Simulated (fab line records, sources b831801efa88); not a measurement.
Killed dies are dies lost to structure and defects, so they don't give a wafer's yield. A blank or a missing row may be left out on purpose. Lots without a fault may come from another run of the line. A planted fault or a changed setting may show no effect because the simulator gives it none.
Which tool did it? | flow sky130 | 13 lots, 38 wafers sampled, at 6 steps of a route of 708

WHAT THE GAUGES READ, wafer by wafer
SKY_FIELD_ISO_THK_MEAS_02.
lot  | measured    | on            | FIELD_ISO_OXIDATION_00_THK (nm)
L448 | day 1 12:05 | film_metro-01 | 11.74 11.90 11.97
L449 | day 1 16:38 | film_metro-04 | 12.06 11.91 11.94
L450 | day 1 21:39 | film_metro-03 | 12.04 11.97 11.97
L451 | day 2 04:19 | film_metro-04 | 11.93 11.95 11.83
L453 | day 2 13:30 | film_metro-01 | 12.24 12.30 11.98
L454 | day 2 18:42 | film_metro-03 | 11.98 11.96 11.94
L460 | day 4 03:31 | film_metro-01 | 12.13 11.79
L464 | day 4 22:15 | film_metro-01 | 12.71 12.51 12.29
L466 | day 5 07:30 | film_metro-04 | 12.16 12.24 12.08
L467 | day 5 10:38 | film_metro-03 | 12.17 12.23 12.07
L468 | day 5 16:18 | film_metro-01 | 12.18 12.48 12.06
L470 | day 6 02:28 | film_metro-04 | 12.22 12.08 12.28
L471 | day 6 07:04 | film_metro-03 | 11.79 11.96 11.72

SKY_NWELL_OVL_MEAS_10.
lot  | measured     | on         | NWELL_00_OVL (nm)
L448 | day 4 10:59  | overlay-02 | -0.4 1.5 0.9
L449 | day 4 16:28  | overlay-01 | 1.8 1.7 2.3
L450 | day 4 23:13  | overlay-01 | 0.2 2.0 1.4
L451 | day 5 05:19  | overlay-01 | -3.0 -2.1 -2.2
L453 | day 5 15:16  | overlay-02 | -1.0 -0.2 0.5
L454 | day 6 08:05  | overlay-01 | 1.3 1.1 2.1
L460 | day 7 15:52  | overlay-01 | -2.5 -
L464 | day 8 14:07  | overlay-02 | 1.2 - -
L466 | day 9 02:14  | overlay-02 | 1.2 1.5 0.6
L467 | day 9 02:44  | overlay-02 | 1.0 0.9 -0.5
L468 | day 9 11:38  | overlay-02 | -1.8 -0.3 -1.9
L470 | day 9 21:23  | overlay-01 | 0.2 -0.3 -1.2
L471 | day 10 00:50 | overlay-01 | -2.8 -1.0 0.5

SKY_NWELL_TW_MEAS_15.
lot  | measured     | on            | NWELL_TW
L448 | day 4 11:35  | film_metro-03 | 1831 1831 1829
L449 | day 4 17:02  | film_metro-02 | 1801 1800 1803
L450 | day 4 23:49  | film_metro-02 | 1802 1811 1808
L451 | day 5 05:55  | film_metro-04 | 1834 1840 1847
L453 | day 5 15:52  | film_metro-04 | 1840 1838 1847
L454 | day 6 08:40  | film_metro-02 | 1832 1830 1837
L460 | day 7 16:26  | film_metro-03 | 1846 30
L464 | day 8 14:42  | film_metro-03 | 1839 30 30
L466 | day 9 02:50  | film_metro-03 | 1835 1830 1836
L467 | day 9 03:20  | film_metro-03 | 1835 1843 1838
L468 | day 9 12:13  | film_metro-04 | 1845 1839 1836
L470 | day 9 21:59  | film_metro-04 | 1844 1844 1856
L471 | day 10 01:25 | film_metro-04 | 1838 1846 1833

SKY_VT_ADJUST_LVTN_OVL_MEAS_18.
lot  | measured     | on         | VT_ADJUST_LVTN_01_OVL (nm)
L448 | day 7 11:56  | overlay-01 | 1.7 3.0 0.1
L449 | day 7 18:25  | overlay-01 | 1.1 0.5 1.1
L450 | day 8 03:19  | overlay-01 | 2.5 2.2 1.9
L451 | day 8 09:04  | overlay-02 | 1.4 1.6 1.9
L453 | day 8 21:29  | overlay-02 | 2.7 2.5 1.4
L454 | day 9 16:58  | overlay-02 | 1.1 0.2 -0.7
L460 | day 11 05:22 | overlay-02 | 2.1 2.3
L464 | day 12 08:12 | overlay-01 | 3.4 3.6 2.9
L466 | day 12 23:15 | overlay-02 | 0.7 1.6 0.8
L467 | day 13 00:15 | overlay-02 | 1.6 1.5 1.2
L468 | day 14 04:34 | overlay-02 | 0.8 0.3 1.2
L470 | day 14 06:08 | overlay-02 | 1.6 0.8 1.0
L471 | day 14 06:40 | overlay-02 | 0.6 1.2 0.4

SKY_VT_ADJUST_LVTN_TW_MEAS_21.
lot  | measured     | on            | VT_ADJUST_LVTN_2_TW
L448 | day 7 12:13  | film_metro-02 | 187.2 187.5 186.9
L449 | day 7 18:41  | film_metro-03 | 190.2 190.6 191.5
L450 | day 8 03:37  | film_metro-01 | 185.0 184.8 185.2
L451 | day 8 09:22  | film_metro-01 | 184.3 184.6 183.6
L453 | day 8 21:47  | film_metro-03 | 190.8 189.6 189.3
L454 | day 9 17:16  | film_metro-03 | 188.6 190.0 189.6
L460 | day 11 05:40 | film_metro-01 | 184.1 183.4
L464 | day 12 08:29 | film_metro-03 | 188.8 189.7 190.6
L466 | day 12 23:32 | film_metro-03 | 189.6 189.5 189.2
L467 | day 13 00:32 | film_metro-03 | 188.1 187.7 188.6
L468 | day 14 04:56 | film_metro-02 | 186.9 187.5 187.2
L470 | day 14 06:56 | film_metro-02 | 188.0 187.2 188.4
L471 | day 14 07:26 | film_metro-03 | 189.4 188.4 188.4

WHICH TOOL RAN EACH LOT (tool, then ch and the chambers of the sampled wafers, then the start)
lot  | SKY_NWELL_DEVELOP_09
L448 | litho_track-03 ch 0, day 4 10:00
L449 | litho_track-04 ch 0, day 4 16:00
L450 | litho_track-04 ch 0, day 4 23:00
L451 | litho_track-01 ch 0, day 5 05:00
L453 | litho_track-01 ch 0, day 5 15:00
L454 | litho_track-03 ch 0, day 6 07:00
L460 | litho_track-04 ch 0, day 7 15:00
L464 | litho_track-04 ch 0, day 8 13:00
L466 | litho_track-01 ch 0, day 9 02:00
L467 | litho_track-03 ch 0, day 9 02:00
L468 | litho_track-03 ch 0, day 9 11:00
L470 | litho_track-01 ch 0, day 9 21:00
L471 | litho_track-03 ch 0, day 10 00:00
- SKY_NWELL_DEVELOP_09: develop time 60 s.

WHAT THE TOOLS THEMSELVES READ (means of the sampled wafers that have a number; where no wafer has one, the mark that the record gives instead)
SKY_NWELL_DEVELOP_09.
lot  | tool           | chill_plate_temp_C (C) | exhaust_pa (Pa)
L448 | litho_track-03 | 23.13                  | 45.4
L449 | litho_track-04 | 23.07                  | 46.2
L450 | litho_track-04 | 23.06                  | 44.6
L451 | litho_track-01 | 23.05                  | 45.1
L453 | litho_track-01 | 22.99                  | 44.3
L454 | litho_track-03 | 23.04                  | 44.7
L460 | litho_track-04 | 23.01                  | 44.5
L464 | litho_track-04 | 22.87                  | 44.4
L466 | litho_track-01 | 22.99                  | 44.1
L467 | litho_track-03 | 23.20                  | 44.0
L468 | litho_track-03 | 23.17                  | 45.6
L470 | litho_track-01 | 23.15                  | 44.3
L471 | litho_track-03 | 22.93                  | 46.5

THE ANSWER, worked out from the rows above alone
Rule: what is usual is taken from the lots themselves. Put in order of their means at a reading, lots are off if they are a third of the lots or fewer, leave a main group of 4 or more, and stand apart from it by a gap of 3 or more times the standard deviation of the main group's means; of several such gaps the widest counts. A main group whose means are all the same, to the digits that the tables above print for the reading, isn't used. A lot without any number at a reading at which 4 lots or more have one is off too. The other lots that the step has rows for count as sound. The gauges are gone through in route order, then the tools' own readings, and for those a lot's mean is taken as printed above. The first step at which some lot is off is used, and at that step the reading that is off furthest; a lot without a number counts as furthest.
Off: L460, L464, at SKY_NWELL_TW_MEAS_15 (NWELL_TW). The main group: mean 1832, standard deviation 14.
A tool fits if, at a process step before that reading, it ran every lot that is off, and no sound lot after the first of them. The gauges at SKY_NWELL_TW_MEAS_15 are tried like those tools. One fits: litho_track-04 at SKY_NWELL_DEVELOP_09. Its last sound lot is L450 (day 4 23:00), its first lot that is off L460 (day 7 15:00): a fault that began between those two fits.

WHAT THE SIMULATOR HAD PUT IN
Process parameter drift: litho_track-04, from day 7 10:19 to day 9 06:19, at SKY_NWELL_DEVELOP_09. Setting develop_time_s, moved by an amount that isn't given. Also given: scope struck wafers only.
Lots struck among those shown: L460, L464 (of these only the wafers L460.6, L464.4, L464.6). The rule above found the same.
